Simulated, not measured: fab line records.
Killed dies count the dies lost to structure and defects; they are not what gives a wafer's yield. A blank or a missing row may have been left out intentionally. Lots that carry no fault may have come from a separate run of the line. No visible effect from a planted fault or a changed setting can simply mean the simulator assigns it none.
fab line records -- flow sky130
[record] lots = 7, wafers = 21, last_day = 50
route steps=708 shown POLY_GATE@222 PAD_OPEN@708
lots that met no fault: from a run of the same line without faults
start_h: the number of hours between the record's first day and the start of the first shown wafer of the lot -- wait_h: time in hours since the lot's previous step -- " repeats the value in the row above -- L1.1+2: one row covering several wafers at once -- - no value, or no start was given -- * or withheld: withheld -- < > ~ a bound
route shown NAME@n: NAME is a module with steps in the file, n the number in the route of the first one -- usual: mean/standard deviation taken from wafers without a fault -- same: alike in all rows -- chamber/n: place in a boat -- sites: each site's reading -- _std_site: the standard deviation of these -- _edge_site: inner sites' mean taken away from outer sites' mean -- radius_mm: for every site, how far away it sits from the centre of the wafer -- mask NAME#n: copy n -- behind: the last tool/chamber to shape the wafer -- hold: why the lot went on hold/how many hours it stayed there/how the hold came to an end -- device: names the non-switching transistor (n, p or np) -- end of line: tests run on the same wafers once the route is complete -- where a step has no rows: the recipe by itself -- killed: the dies lost at the first sort to structure and to defects; this is not the yield of the wafer -- map: shows each die of a wafer: x if killed, . if not, _ if none is there
set.NAME: the setting as run; set.NAME@STEP: as run at that earlier step -- model.NAME: the simulator's own value behind a step, which no gauge read
lots seen at some steps along the route; tables by step, rows by wafer
services: when a tool's chamber went out of use (start_h, in hours from the record's first day, below 0 if earlier), for how many hours, and the reason
[[steps]]
[step SKY_POLY_GATE_COAT_08]
[recipe] resist = KrF-thick, spin_rpm = 3000, resist_thk_nm = 450
[step SKY_POLY_GATE_SOFTBAKE_09]
[recipe] temp_c = 100, time_s = 90, resist = KrF-thick
[step SKY_POLY_GATE_EXPOSE_10]
[recipe] mask_id = P1M, na = 0.68, source_shape = conventional, sigma_outer = 0.6, target_cd_nm = 150, dose_mj = 28
[step SKY_POLY_GATE_PEB_11]
[recipe] peb_temp_c = withheld, peb_time_s = withheld, resist = KrF-thick
[step SKY_POLY_GATE_DEVELOP_12]
[recipe] develop_time_s = 60, resist = KrF-thick, dev_temp_c = 21
[step SKY_POLY_GATE_CD_MEAS_13]
[recipe] target_cd_nm = 150
[usual] cd_nm = 150.1/1.5
lot.wafer,tool,chamber,start_h,wait_h,cd_nm
L962.2,cd_sem-01,-,400.63,-,150.4
L962.3,cd_sem-01,-,400.63,-,151.2
L962.6,cd_sem-01,-,400.63,-,152.2
L970.2,cd_sem-02,-,470.27,-,152.1
L970.5,cd_sem-02,-,470.27,-,151.9
L970.6,cd_sem-02,-,470.27,-,152.9
L971.3,cd_sem-01,-,477.44,-,152.2
L971.4,cd_sem-01,-,477.44,-,151.8
L971.5,cd_sem-01,-,477.44,-,151.9
L976.1,cd_sem-01,-,541.18,-,150.4
L976.3,cd_sem-01,-,541.18,-,150.7
L976.6,cd_sem-01,-,541.18,-,151.9
L978.1,cd_sem-02,-,541.86,-,150.3
L978.4,cd_sem-02,-,541.86,-,149.7
L978.6,cd_sem-02,-,541.86,-,150.9
L979.1,cd_sem-02,-,549.01,-,148.9
L979.4,cd_sem-02,-,549.01,-,147.9
L979.6,cd_sem-02,-,549.01,-,149.8
L981.2,cd_sem-02,-,559.26,-,148.2
L981.4,cd_sem-02,-,559.26,-,148.6
L981.5,cd_sem-02,-,559.26,-,147.8
[step SKY_POLY_GATE_OVL_MEAS_14]
[usual] POLY_GATE_OVL = -1/5.4
lot.wafer,tool,chamber,start_h,wait_h,POLY_GATE_OVL[nm]
L962.2,overlay-02,-,400.74,0.1,-2
L962.3,overlay-02,-,400.74,0.1,-6
L962.6,overlay-02,-,400.74,0.1,2
L970.2,overlay-02,-,470.37,0.1,9
L970.5,overlay-02,-,470.37,0.1,9
L970.6,overlay-02,-,470.37,0.1,3
L971.3,overlay-01,-,477.53,0.1,9
L971.4,overlay-01,-,477.53,0.1,-1
L971.5,overlay-01,-,477.53,0.1,6
L976.1,overlay-01,-,541.30,0.1,-1
L976.3,overlay-01,-,541.30,0.1,0
L976.6,overlay-01,-,541.30,0.1,-1
L978.1,overlay-02,-,541.98,0.1,-3
L978.4,overlay-02,-,541.98,0.1,-13
L978.6,overlay-02,-,541.98,0.1,-1
L979.1,overlay-02,-,549.13,0.1,-5
L979.4,overlay-02,-,549.13,0.1,-8
L979.6,overlay-02,-,549.13,0.1,-4
L981.2,overlay-02,-,559.37,0.1,-5
L981.4,overlay-02,-,559.37,0.1,10
L981.5,overlay-02,-,559.37,0.1,5
[step SKY_POLY_GATE_ETCH_15]
[recipe] chemistry = N2/H2, target = BARC, ion_energy_ev = 200, source_w = 500, bias_w = 100, pressure_mtorr = 30, n2_flow_sccm = 100, h2_flow_sccm = 200, stop_on = SiO2, time_s = 118.5, target_depth_a = 1100
[usual] drypump_motor_current_A = 5.79/0.27, oes_product_au = 0.717/0.0047, throttle_valve_pct = 13.213/0.0095
lot.wafer,tool,chamber,start_h,wait_h,drypump_motor_current_A,oes_product_au,rf_hours_counter_h,throttle_valve_pct
L962.2,rie_diel-02,2,400.77,0.0,6.20,0.715,3,13.221
L962.3,rie_diel-02,0,400.77,0.0,5.45,0.720,101,13.211
L962.6,rie_diel-02,0,400.77,0.0,5.47,0.712,-,13.220
L970.2,rie_diel-02,3,470.40,0.0,6.04,0.718,14,13.209
L970.5,rie_diel-02,1,470.40,0.0,5.72,0.712,-,13.206
L970.6,rie_diel-02,3,470.40,0.0,6.03,0.713,-,13.193
L971.3,rie_diel-03,1,477.55,0.0,5.57,0.714,94,13.200
L971.4,rie_diel-03,3,477.55,0.0,5.77,0.717,90,13.207
L971.5,rie_diel-03,0,477.55,0.0,6.00,0.715,-,13.225
L976.1,rie_diel-03,1,541.34,0.0,5.57,0.714,0,13.208
L976.3,rie_diel-03,2,541.34,0.0,5.35,0.726,14,13.208
L976.6,rie_diel-03,1,541.34,0.0,5.56,0.718,-,13.224
L978.1,rie_diel-01,1,542.02,0.0,6.23,0.716,4,13.215
L978.4,rie_diel-01,3,542.02,0.0,6.04,0.721,10,13.211
L978.6,rie_diel-01,3,542.02,0.0,6.01,0.712,-,13.219
L979.1,rie_diel-03,2,549.17,0.0,5.33,0.722,14,13.201
L979.4,rie_diel-03,0,549.17,0.0,5.98,0.723,4,13.209
L979.6,rie_diel-03,2,549.17,0.0,5.33,0.715,-,13.220
L981.2,rie_diel-01,1,559.40,0.0,6.23,0.718,4,13.221
L981.4,rie_diel-01,3,559.40,0.0,5.99,0.724,10,13.223
L981.5,rie_diel-01,3,559.40,0.0,6.03,0.715,-,13.198
[step SKY_POLY_GATE_ETCH_16]
[recipe] stop_on = poly-Si, chemistry = CH3F/O2, target = Si3N4, source_w = 400, bias_w = 80, pressure_mtorr = 25, ch3f_flow_sccm = 40, O2_flow_sccm = 30, time_s = 147.5, target_depth_a = 750
[usual] drypump_motor_current_A = 5.78/0.27, oes_product_au = 0.640/0.0056, throttle_valve_pct = 10.535/0.0085
lot.wafer,tool,chamber,start_h,wait_h,drypump_motor_current_A,oes_product_au,rf_hours_counter_h,throttle_valve_pct
L962.2,rie_diel-02,2,400.85,0.0,6.16,0.640,3,10.538
L962.3,rie_diel-02,0,400.85,0.0,5.46,0.634,101,10.542
L962.6,rie_diel-02,0,400.85,0.0,5.45,0.635,-,10.538
L970.2,rie_diel-02,3,470.48,0.0,6.03,0.647,14,10.546
L970.5,rie_diel-02,1,470.48,0.0,5.73,0.638,-,10.533
L970.6,rie_diel-02,3,470.48,0.0,6.02,0.645,-,10.527
L971.3,rie_diel-03,1,477.63,0.0,5.56,0.642,94,10.525
L971.4,rie_diel-03,3,477.63,0.0,5.75,0.641,90,10.545
L971.5,rie_diel-03,0,477.63,0.0,6.02,0.640,-,10.532
L976.1,rie_diel-03,1,541.42,0.0,5.56,0.641,0,10.539
L976.3,rie_diel-03,2,541.42,0.0,5.32,0.642,14,10.526
L976.6,rie_diel-03,1,541.42,0.0,5.56,0.630,-,10.538
L978.1,rie_diel-01,1,542.10,0.0,6.20,0.641,4,10.524
L978.4,rie_diel-01,3,542.10,0.0,6.03,0.643,10,10.532
L978.6,rie_diel-01,3,542.10,0.0,6.00,0.638,-,10.508
L979.1,rie_diel-03,2,549.25,0.0,5.34,0.631,14,10.540
L979.4,rie_diel-03,0,549.25,0.0,5.96,0.646,4,10.523
L979.6,rie_diel-03,2,549.25,0.0,5.31,0.636,-,10.535
L981.2,rie_diel-01,1,559.48,0.0,6.25,0.637,4,10.527
L981.4,rie_diel-01,3,559.48,0.0,5.94,0.633,11,10.526
L981.5,rie_diel-01,3,559.48,0.0,6.00,0.634,-,10.542
[step SKY_POLY_GATE_ETCH_17]
[recipe] target_depth_nm = 180, stop_on = SiO2, over_etch_frac = 0.56667, chemistry = HBr/Cl2, target = poly-Si, icp_w = 400, bias_w = 100, pressure_mtorr = 10, HBr_flow_sccm = 150, Cl2_flow_sccm = 50, time_s = 70.5
[usual] HBr_flow_sccm = 150.0/0.43, drypump_motor_current_A = 5.5/0.44, oes_product_au = 0.984/0.0063, throttle_valve_pct = 33.683/0.0087
lot.wafer,tool,chamber,start_h,wait_h,HBr_flow_sccm,drypump_motor_current_A,oes_product_au,rf_hours_counter_h,throttle_valve_pct
L962.2,rie_si-02,0,400.95,0.0,149.9,5.5,0.981,1,33.684
L962.3,rie_si-02,1,400.95,0.0,150.7,6.2,0.983,2,33.695
L962.6,rie_si-02,0,400.95,0.0,149.8,5.5,0.987,-,33.691
L970.2,rie_si-01,0,470.58,0.0,149.8,4.7,0.979,2,33.695
L970.5,rie_si-01,1,470.58,0.0,150.1,5.1,0.994,-,33.686
L970.6,rie_si-01,2,470.58,0.0,149.4,5.8,0.972,-,33.682
L971.3,rie_si-02,0,477.73,0.0,149.7,5.5,0.983,1,33.685
L971.4,rie_si-02,3,477.73,0.0,149.6,5.8,0.992,7,33.676
L971.5,rie_si-02,0,477.73,0.0,150.0,5.5,0.987,-,33.669
L976.1,rie_si-02,2,541.52,0.0,149.4,5.3,0.972,1,33.689
L976.3,rie_si-02,0,541.52,0.0,150.2,5.5,0.986,2,33.687
L976.6,rie_si-02,3,541.52,0.0,150.2,5.8,0.995,-,33.673
L978.1,rie_si-01,2,542.20,0.0,149.2,5.8,0.982,3,33.674
L978.4,rie_si-01,3,542.20,0.0,149.9,5.5,0.980,-,33.691
L978.6,rie_si-01,0,542.20,0.0,150.4,4.7,0.976,-,33.685
L979.1,rie_si-02,3,549.35,0.0,150.5,5.8,0.985,7,33.688
L979.4,rie_si-02,2,549.35,0.0,149.7,5.3,0.974,1,33.687
L979.6,rie_si-02,2,549.35,0.0,149.8,5.3,0.963,-,33.691
L981.2,rie_si-02,0,559.58,0.0,150.1,5.5,0.989,2,33.678
L981.4,rie_si-02,2,559.58,0.0,150.0,5.3,0.985,1,33.694
L981.5,rie_si-02,2,559.58,0.0,149.1,5.3,0.982,-,33.695
[step SKY_POLY_GATE_STRIP_18]
[recipe] chemistry = O2/N2, power_w = 1400, pressure_mtorr = 1500, platen_temp_c = withheld, o2_flow_sccm = 3000, n2_flow_sccm = 300, overash_fraction = 0.5
[usual] drypump_motor_current_A = 5.6/0.47, oes_product_au = 0.360/0.005, strip_time_to_endpoint_s = 3.16/0.035
lot.wafer,tool,chamber,start_h,wait_h,drypump_motor_current_A,oes_product_au,rf_hours_counter_h,strip_time_to_endpoint_s
L962.2,plasma_asher-02,1,401.00,0.0,5.5,0.364,59,3.19
L962.3,plasma_asher-02,1,401.00,0.0,5.5,0.360,-,3.14
L962.6,plasma_asher-02,0,401.00,0.0,5.7,0.361,-,3.15
L970.2,plasma_asher-02,0,470.64,0.0,5.7,0.366,66,3.18
L970.5,plasma_asher-02,1,470.64,0.0,5.4,0.363,-,3.14
L970.6,plasma_asher-02,0,470.64,0.0,5.7,0.361,-,3.16
L971.3,plasma_asher-03,0,477.82,0.1,6.5,0.358,-,3.16
L971.4,plasma_asher-03,1,477.82,0.1,5.0,0.360,-,3.14
L971.5,plasma_asher-03,0,477.82,0.1,6.5,0.361,-,3.12
L976.1,plasma_asher-03,0,541.58,0.0,6.5,0.357,11,3.15
L976.3,plasma_asher-03,1,541.58,0.0,5.0,0.354,-,3.21
L976.6,plasma_asher-03,0,541.58,0.0,6.5,0.357,-,3.11
L978.1,plasma_asher-04,0,542.25,0.0,5.1,0.357,85,3.14
L978.4,plasma_asher-04,1,542.25,0.0,5.7,0.363,-,3.16
L978.6,plasma_asher-04,0,542.25,0.0,5.1,0.361,-,3.15
L979.1,plasma_asher-04,0,549.40,0.0,5.1,0.366,86,3.21
L979.4,plasma_asher-04,0,549.40,0.0,5.1,0.363,-,3.15
L979.6,plasma_asher-04,1,549.40,0.0,5.7,0.363,-,3.26
L981.2,plasma_asher-04,0,559.64,0.0,5.1,0.368,87,3.17
L981.4,plasma_asher-04,1,559.64,0.0,5.7,0.370,-,3.17
L981.5,plasma_asher-04,0,559.64,0.0,5.1,0.362,-,3.16
[step SKY_POLY_GATE_CLEAN_19]
[recipe] chemistry = SC1/SC2, mix = 1:4:20, temp_c = 70, time_s = 150, dry = n2_spin
[step SKY_POLY_GATE_OXIDATION_20]
[recipe] temp_c = 850, ambient = O2, stabilise_s = 600, purge_s = 300, target_thk_a = 40, ox_time_s = 899
[usual] spike_tc_bottom_C = 866.6/1, spike_tc_centre_C = 850.1/1.1, spike_tc_lower_C = 849.9/1.3, spike_tc_top_C = 858/3.4, spike_tc_upper_C = 850.5/0.92, tube_center_temp_C = 850/0.073, tube_center_temp_C_max = 852.2/0.38
lot.wafer,tool,chamber,start_h,wait_h,spike_tc_bottom_C,spike_tc_centre_C,spike_tc_lower_C,spike_tc_top_C,spike_tc_upper_C,tube_center_temp_C,tube_center_temp_C_max,model.SiO2_of_POLY_GATE_OXIDATION_20.thk_nm
L962.2,furnace-01,0,402.73,1.6,866.8,851.2,849.6,855,851.6,850.16,852.3,3.995
L962.3,furnace-01,0,402.73,1.6,866.4,851.3,849.2,854,851.5,850.1,852.8,4.088
L962.6,furnace-01,0,402.73,1.6,865.4,852.1,847.0,854,850.6,850,851.9,4.063
L970.2,furnace-02,0,471.84,1.0,867.6,851.0,851.6,861,850.1,849.94,851.9,3.969
L970.5,furnace-02,0,471.84,1.0,866.5,852.6,849.1,860,850.6,849.9,852.0,3.923
L970.6,furnace-02,0,471.84,1.0,867.9,848.5,851.5,861,848.4,849.99,853.0,3.932
L971.3,furnace-02,0,477.94,0.0,865.7,848.6,848.6,861,851.1,849.86,851.9,3.938
L971.4,furnace-02,0,477.94,0.0,867.5,850.1,850.9,861,851.7,849.95,851.7,3.957
L971.5,furnace-02,0,477.94,0.0,869.4,848.8,852.5,863,850.2,849.77,851.8,3.934
L976.1,furnace-02,0,541.73,0.0,874.3,857.8,857.2,868,856.0,856.86,858.6,4.384
L976.3,furnace-02,0,541.73,0.0,875.8,856.1,859.2,867,858.4,856.92,859.6,4.344
L976.6,furnace-02,0,541.73,0.0,874.0,856.6,856.7,867,858.4,856.87,859.5,4.313
L978.1,furnace-02,0,542.98,0.6,873.4,857.5,858.1,868,857.2,856.88,858.7,4.341
L978.4,furnace-02,0,542.98,0.6,873.0,856.4,858.2,868,856.9,856.85,858.8,4.292
L978.6,furnace-02,0,542.98,0.6,873.8,855.1,857.8,869,857.1,856.98,859.1,4.388
L979.1,furnace-02,0,549.56,0.0,873.9,856.8,860.1,867,858.6,856.89,858.7,4.477
L979.4,furnace-02,0,549.56,0.0,872.6,857.2,856.7,868,857.3,856.87,859.1,4.494
L979.6,furnace-02,0,549.56,0.0,873.9,855.3,856.1,868,856.8,856.84,858.9,4.415
L981.2,furnace-01,0,560.02,0.2,865.5,851.3,849.3,855,850.8,849.98,851.6,4.073
L981.4,furnace-01,0,560.02,0.2,866.1,849.8,848.8,854,850.7,850.04,852.2,4.044
L981.5,furnace-01,0,560.02,0.2,867.2,848.8,849.9,854,849.4,850.01,852.5,4.033
[step SKY_POLY_GATE_THK_MEAS_21]
[recipe] reads = SiO2_of_POLY_GATE_OXIDATION_20
[usual] POLY_GATE_OXIDATION_THK = 4.00/0.071
lot.wafer,tool,chamber,start_h,wait_h,POLY_GATE_OXIDATION_THK[nm]
L962.2,film_metro-04,-,403.99,0.0,4.01
L962.3,film_metro-04,-,403.99,0.0,4.15
L962.6,film_metro-04,-,403.99,0.0,4.04
L970.2,film_metro-02,-,473.10,0.0,3.99
L970.5,film_metro-02,-,473.10,0.0,3.90
L970.6,film_metro-02,-,473.10,0.0,3.92
L971.3,film_metro-04,-,479.21,0.0,3.97
L971.4,film_metro-04,-,479.21,0.0,3.96
L971.5,film_metro-04,-,479.21,0.0,3.91
L976.1,film_metro-04,-,542.98,0.0,4.38
L976.3,film_metro-04,-,542.98,0.0,4.35
L976.6,film_metro-04,-,542.98,0.0,4.34
L978.1,film_metro-02,-,544.23,0.0,4.36
L978.4,film_metro-02,-,544.23,0.0,4.25
L978.6,film_metro-02,-,544.23,0.0,4.37
L979.1,film_metro-02,-,550.81,0.0,4.44
L979.4,film_metro-02,-,550.81,0.0,4.50
L979.6,film_metro-02,-,550.81,0.0,4.44
L981.2,film_metro-01,-,561.28,0.0,4.07
L981.4,film_metro-01,-,561.28,0.0,4.05
L981.5,film_metro-01,-,561.28,0.0,4.04
[step SKY_POLY_GATE_CD_MEAS_22]
[usual] cd_nm = 150.5/2.5
lot.wafer,tool,chamber,start_h,wait_h,cd_nm
L962.2,cd_sem-02,-,404.07,0.1,152.9
L962.3,cd_sem-02,-,404.07,0.1,147.3
L962.6,cd_sem-02,-,404.07,0.1,152.3
L970.2,cd_sem-01,-,473.18,0.1,154.0
L970.5,cd_sem-01,-,473.18,0.1,154.8
L970.6,cd_sem-01,-,473.18,0.1,155.1
L971.3,cd_sem-01,-,479.31,0.1,149.5
L971.4,cd_sem-01,-,479.31,0.1,150.1
L971.5,cd_sem-01,-,479.31,0.1,153.2
L976.1,cd_sem-01,-,543.04,0.1,148.7
L976.3,cd_sem-01,-,543.04,0.1,152.7
L976.6,cd_sem-01,-,543.04,0.1,149.9
L978.1,cd_sem-02,-,544.29,0.1,149.5
L978.4,cd_sem-02,-,544.29,0.1,149.1
L978.6,cd_sem-02,-,544.29,0.1,152.2
L979.1,cd_sem-01,-,550.87,0.1,150.6
L979.4,cd_sem-01,-,550.87,0.1,148.1
L979.6,cd_sem-01,-,550.87,0.1,150.6
L981.2,cd_sem-01,-,561.36,0.1,148.7
L981.4,cd_sem-01,-,561.36,0.1,147.8
L981.5,cd_sem-01,-,561.36,0.1,147.5
[step SKY_PAD_OPEN_PROBE_99]
[usual] killed_at_M0_to_M3 = 44/6.9, killed_at_M4_up = 3.3/1.8, killed_at_contacts = 24/5, killed_at_front_end = 16/4.6, killed_at_other = 0.2/0.42, killed_dies = 88/9.2, killed_on_rim = 17/3.5, killed_open = 48/7.3, killed_short = 40/6.5
[same] gross_dies = 492, killed_at_back_side = 0
lot.wafer,tool,chamber,start_h,wait_h,killed_at_M0_to_M3,killed_at_M4_up,killed_at_contacts,killed_at_front_end,killed_at_other,killed_dies,killed_on_rim,killed_open,killed_short,model.etest.tip_n.rs_ohm_sq
L962.2,prober-02,-,1099.62,0.1,66,2,22,14,0,104,21,53,51,442.8
L962.3,prober-02,-,1099.67,0.2,49,3,25,17,0,94,21,49,45,445.4
L962.6,prober-02,-,1099.82,0.2,41,3,22,22,0,88,18,50,38,441.4
L970.2,prober-02,-,1141.67,0.1,39,4,31,16,0,90,16,56,34,443.7
L970.5,prober-02,-,1141.82,0.2,51,2,25,10,0,88,17,54,34,440.7
L970.6,prober-02,-,1141.87,0.2,42,2,22,12,0,78,11,47,31,441.1
L971.3,prober-01,-,1147.92,0.2,46,5,20,15,0,86,20,43,43,436.8
L971.4,prober-01,-,1147.97,0.2,50,3,34,13,0,100,22,58,42,435.9
L971.5,prober-01,-,1148.02,0.2,41,3,30,13,0,87,16,45,42,431.9
L976.1,prober-01,-,1185.98,0.1,44,2,25,11,0,82,19,47,35,456.9
L976.3,prober-01,-,1186.08,0.2,38,2,20,12,1,73,16,42,30,451.9
L976.6,prober-01,-,1186.23,0.2,51,2,23,16,0,92,16,42,50,451
L978.1,prober-02,-,1187.48,0.1,31,2,19,11,0,63,11,35,28,455.7
L978.4,prober-02,-,1187.63,0.2,57,4,29,8,0,98,22,64,34,457.7
L978.6,prober-02,-,1187.73,0.2,46,4,28,7,0,85,19,42,43,457.4
L979.1,prober-01,-,1187.90,0.1,47,4,13,19,0,83,14,37,46,448.7
L979.4,prober-01,-,1188.05,0.2,42,2,21,18,0,83,17,52,31,452.2
L979.6,prober-01,-,1188.15,0.2,41,2,25,23,1,92,24,48,43,454.4
L981.2,prober-01,-,1195.88,0.1,49,4,23,16,0,92,19,46,46,444
L981.4,prober-01,-,1195.98,0.2,41,3,26,17,1,88,16,55,32,445.2
L981.5,prober-01,-,1196.03,0.2,52,1,22,12,0,87,21,41,46,443.1
// killed by level:class
L962.2 VIA1:geometric_particle:open=19 METAL1:geometric_particle:short=11 METAL2:geometric_particle:short=8 CONTACT:geometric_particle:open=7 VIA1:geometric_particle:short=6 FIELD_ISO:geometric_particle:open=5 CONTACT:geometric_particle:short=5 VIA3:geometric_particle:open=4
L962.3 CONTACT:geometric_particle:open=11 VIA2:geometric_particle:open=8 FIELD_ISO:geometric_particle:short=7 LI_CONTACT:geometric_particle:open=7 VIA1:geometric_particle:open=7 METAL2:geometric_particle:short=7 VIA1:geometric_particle:short=5 CONTACT:geometric_particle:short=5
L962.6 VIA1:geometric_particle:open=12 CONTACT:geometric_particle:open=8 FIELD_ISO:geometric_particle:open=6 POLY_GATE:geometric_particle:short=5 LOCAL_INTERCONNECT:geometric_particle:short=5 VIA3:geometric_particle:open=5 FIELD_ISO:geometric_particle:short=4 LI_CONTACT:geometric_particle:open=4
L970.2 CONTACT:geometric_particle:open=12 VIA1:geometric_particle:open=11 FIELD_ISO:geometric_particle:open=7 LI_CONTACT:geometric_particle:open=6 LOCAL_INTERCONNECT:geometric_particle:short=5 VIA3:geometric_particle:open=5 VIA1:geometric_particle:short=5 VIA2:geometric_particle:open=5
L970.5 CONTACT:geometric_particle:open=12 VIA1:geometric_particle:open=12 VIA3:geometric_particle:open=10 METAL2:geometric_particle:short=8 METAL1:geometric_particle:short=6 LI_CONTACT:geometric_particle:open=5 VIA2:geometric_particle:short=5 VIA2:geometric_particle:open=5
L970.6 VIA1:geometric_particle:open=13 CONTACT:geometric_particle:open=11 METAL2:geometric_particle:short=5 VIA2:geometric_particle:open=5 VIA3:geometric_particle:open=5 LI_CONTACT:geometric_particle:open=4 VIA1:geometric_particle:short=4 POLY_GATE:geometric_particle:open=3
L971.3 CONTACT:geometric_particle:open=11 METAL1:geometric_particle:short=8 VIA1:geometric_particle:open=8 VIA3:geometric_particle:open=7 FIELD_ISO:geometric_particle:short=6 METAL2:geometric_particle:short=6 VIA1:geometric_particle:short=5 FIELD_ISO:geometric_particle:open=3
L971.4 CONTACT:geometric_particle:open=14 VIA1:geometric_particle:open=13 VIA2:geometric_particle:open=8 LI_CONTACT:geometric_particle:open=7 VIA1:geometric_particle:short=6 VIA3:geometric_particle:open=6 CONTACT:geometric_particle:short=5 VIA3:geometric_particle:short=5
L971.5 CONTACT:geometric_particle:open=13 VIA1:geometric_particle:open=11 METAL2:geometric_particle:short=9 POLY_GATE:geometric_particle:short=6 VIA3:geometric_particle:open=6 LI_CONTACT:geometric_particle:open=5 LOCAL_INTERCONNECT:geometric_particle:short=5 CONTACT:geometric_particle:short=5
L976.1 VIA1:geometric_particle:open=12 VIA3:geometric_particle:open=8 METAL2:geometric_particle:short=7 CONTACT:geometric_particle:open=7 LI_CONTACT:geometric_particle:short=5 LI_CONTACT:geometric_particle:open=5 VIA2:geometric_particle:open=5 LOCAL_INTERCONNECT:geometric_particle:short=4
L976.3 VIA2:geometric_particle:open=9 CONTACT:geometric_particle:open=7 METAL1:geometric_particle:short=7 VIA1:geometric_particle:open=7 LI_CONTACT:geometric_particle:open=4 LOCAL_INTERCONNECT:geometric_particle:short=4 VIA3:geometric_particle:open=4 FIELD_ISO:geometric_particle:open=3
L976.6 METAL2:geometric_particle:short=10 VIA1:geometric_particle:open=9 LOCAL_INTERCONNECT:geometric_particle:short=7 METAL1:geometric_particle:short=6 LI_CONTACT:geometric_particle:open=5 VIA2:geometric_particle:open=5 CONTACT:geometric_particle:open=4 VIA1:geometric_particle:short=4
L978.1 VIA1:geometric_particle:open=9 VIA2:geometric_particle:open=9 LOCAL_INTERCONNECT:geometric_particle:short=5 LI_CONTACT:geometric_particle:open=4 METAL3:geometric_particle:short=4 FIELD_ISO:geometric_particle:open=3 LI_CONTACT:geometric_particle:short=3 CONTACT:geometric_particle:open=3
L978.4 VIA1:geometric_particle:open=16 LI_CONTACT:geometric_particle:open=12 CONTACT:geometric_particle:open=9 VIA2:geometric_particle:open=9 METAL1:geometric_particle:short=8 VIA3:geometric_particle:open=7 METAL4:geometric_particle:short=4 POLY_GATE:geometric_particle:open=3
L978.6 METAL1:geometric_particle:short=11 LI_CONTACT:geometric_particle:open=8 VIA1:geometric_particle:open=8 METAL2:geometric_particle:short=7 VIA2:geometric_particle:open=7 CONTACT:geometric_particle:short=6 CONTACT:geometric_particle:open=6 VIA3:geometric_particle:open=4
L979.1 METAL2:geometric_particle:short=7 VIA1:geometric_particle:open=7 VIA1:geometric_particle:short=6 VIA3:geometric_particle:short=6 FIELD_ISO:geometric_particle:short=5 VIA2:geometric_particle:short=5 VIA3:geometric_particle:open=5 FIELD_ISO:geometric_particle:open=4
L979.4 VIA1:geometric_particle:open=12 VIA2:geometric_particle:open=10 LI_CONTACT:geometric_particle:open=9 VIA3:geometric_particle:open=6 FIELD_ISO:geometric_particle:short=5 CONTACT:geometric_particle:open=5 VIA1:geometric_particle:short=5 POLY_GATE:geometric_particle:open=4
L979.6 VIA2:geometric_particle:open=9 CONTACT:geometric_particle:open=9 VIA1:geometric_particle:open=9 FIELD_ISO:geometric_particle:short=8 POLY_GATE:geometric_particle:open=7 CONTACT:geometric_particle:short=6 METAL2:geometric_particle:short=6 METAL1:geometric_particle:short=5
L981.2 VIA1:geometric_particle:open=8 CONTACT:geometric_particle:open=8 METAL1:geometric_particle:short=8 METAL2:geometric_particle:short=8 POLY_GATE:geometric_particle:open=6 VIA2:geometric_particle:open=6 POLY_GATE:geometric_particle:short=5 VIA3:geometric_particle:open=5
L981.4 LI_CONTACT:geometric_particle:open=12 VIA1:geometric_particle:open=9 VIA2:geometric_particle:open=9 CONTACT:geometric_particle:open=8 LI_CONTACT:geometric_particle:short=4 VIA1:geometric_particle:short=4 METAL2:geometric_particle:short=4 VIA3:geometric_particle:open=4
L981.5 METAL2:geometric_particle:short=11 VIA1:geometric_particle:open=7 METAL3:geometric_particle:short=7 VIA3:geometric_particle:open=6 LI_CONTACT:geometric_particle:open=6 CONTACT:geometric_particle:open=6 VIA2:geometric_particle:open=5 CONTACT:geometric_particle:short=5
[[services]]
tool,chamber,start_h,hours,kind
rie_si-02,3,382.03,5.5,repair
furnace-02,-,382.04,10.0,repair
plasma_asher-03,-,398.08,4.0,repair
furnace-02,-,410.75,8.4,pm
plasma_asher-03,-,421.25,9.0,pm
rie_si-01,-,425.16,14.6,pm
rie_diel-03,3,434.11,5.3,repair
rie_diel-02,-,435.57,0.2,repair
furnace-01,-,438.51,3.2,pm
rie_diel-03,1,459.10,8.0,repair
plasma_asher-04,-,466.99,4.4,repair
furnace-02,-,489.97,6.9,repair
plasma_asher-03,-,491.41,2.8,pm
rie_diel-02,0,491.56,4.9,repair
rie_diel-03,1,500.01,-,clean
rie_diel-03,1,500.01,22.3,scheduled_down
rie_diel-03,2,500.78,1.4,repair
plasma_asher-02,-,513.27,4.5,repair
furnace-02,-,516.50,20.4,repair
rie_diel-02,3,540.97,85.0,repair
furnace-01,-,543.78,4.0,pm
rie_si-02,-,545.74,0.9,repair
rie_diel-01,-,556.04,2.8,pm
furnace-01,-,557.97,2.0,pm
[[key]]
[first_sign] step = SKY_POLY_GATE_OXIDATION_20, reading = tube_center_temp_C, direction = up, sigmas = 81, usual = *, struck = *
[effect] step = SKY_POLY_GATE_OXIDATION_20, reading = tube_center_temp_C_max, direction = up, sigmas = 18, usual = *, struck = *
[effect] step = SKY_POLY_GATE_THK_MEAS_21, reading = POLY_GATE_OXIDATION_THK, direction = up, sigmas = 5.4, usual = 4.00, struck = 4.38
[model_effect] step = SKY_POLY_GATE_OXIDATION_20, value = SiO2_of_POLY_GATE_OXIDATION_20.thk_nm, without = 4.019, struck = 4.383
[model_effect] step = SKY_PAD_OPEN_PROBE_99, value = etest.tip_n.rs_ohm_sq, without = 447.6, struck = 454
met_at SKY_POLY_GATE_OXIDATION_20
struck_wafers L976.1,L976.3,L976.6,L978.1,L978.4,L978.6,L979.1,L979.4,L979.6
tester_left_out L976,L978,L979
[fault] kind = process_parameter_drift, tool = furnace-02, chamber = -, onset_h = 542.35, steps = SKY_POLY_GATE_OXIDATION_20, channel = temp_c, offset = *, shape = step, end_h = 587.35, acts_in = *, stated = *
// tester_left_out: of these lots the tester's yield and bins aren't shown, on N5 and GAA mostly nor the transistor test; their killed dies are dies lost to structure and defects alone, not to doping, threshold or leakage, so they don't give the yield
